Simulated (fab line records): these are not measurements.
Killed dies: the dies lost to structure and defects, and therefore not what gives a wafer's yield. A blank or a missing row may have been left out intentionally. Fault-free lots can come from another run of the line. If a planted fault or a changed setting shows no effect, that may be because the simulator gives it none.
One fault seen from 2 desks    flow sky130    every desk sees just its own numbers, and what lay behind them comes last

== FROM THE METROLOGY DESK ==
Lot by lot, what the gauges showed, no matter which tool ran the lot: averages of those sampled wafers that carry a number. If a lot's mean is further than 4 standard deviations from the usual mean, the lot is out of limits and carries the mark OUT (the distance appears in the brackets).
Columns: A = VT_ADJUST_NCORE_OVL at SKY_VT_ADJUST_NCORE_OVL_MEAS_08, usual 0.6 nm; B = SONOS_TUNNEL_OVL at SKY_SONOS_TUNNEL_OVL_MEAS_08, usual 0.0 nm; C = cdNm at SKY_SONOS_ONO_CD_MEAS_13, usual 409.7 nm
lot   first seen here  A     B     C
L642  day 8 14:01      1.0   0.7   410.4
L643  day 8 18:19      0.2   -1.0  409.6
L644  day 9 05:13      0.4   -1.0  406.7
L645  day 9 09:19      0.8   -1.2  407.1
L646  day 9 18:56      -1.4  0.4   410.8
L647  day 9 21:56      1.2   0.0   410.3
L656  day 12 21:10     -1.0  -0.1  409.2
L658  day 13 06:49     -0.1  -0.5  407.3
L659  day 13 16:22     0.6   -1.1  415.0
L660  day 14 01:31     -0.0  1.0   408.6
L663  day 15 00:41     1.1   -0.5  406.1
L664  day 15 07:07     0.9   0.6   410.5
L665  day 15 19:55     1.0   0.6   411.3
This desk found nothing out of limits on any of the 13 lots.

== TOOL OWNER'S DESK, lithoTrack-01 ==
The tool's own readings at SKY_GATE_OXIDE_COAT_05 (resist thk 1140 nm): means of the sampled wafers that have a number, for each lot that ran on this tool. If a lot's mean is further than 4 standard deviations from the usual mean, the lot is out of limits and carries the mark OUT (the distance appears in the brackets).
Columns: A = exhaustPa at SKY_GATE_OXIDE_COAT_05, usual 45.0 Pa
lot   first seen here  A
L647  day 14 20:20     46.2
L656  day 18 10:03     45.1
This desk found nothing out of limits on any of the 2 lots.

== PUT TOGETHER ==
From the metrology desk's view, nothing was out of limits.
Nothing out of limits was seen by the tool owner's desk.

== WHAT WAS PUT IN BY THE SIMULATOR ==
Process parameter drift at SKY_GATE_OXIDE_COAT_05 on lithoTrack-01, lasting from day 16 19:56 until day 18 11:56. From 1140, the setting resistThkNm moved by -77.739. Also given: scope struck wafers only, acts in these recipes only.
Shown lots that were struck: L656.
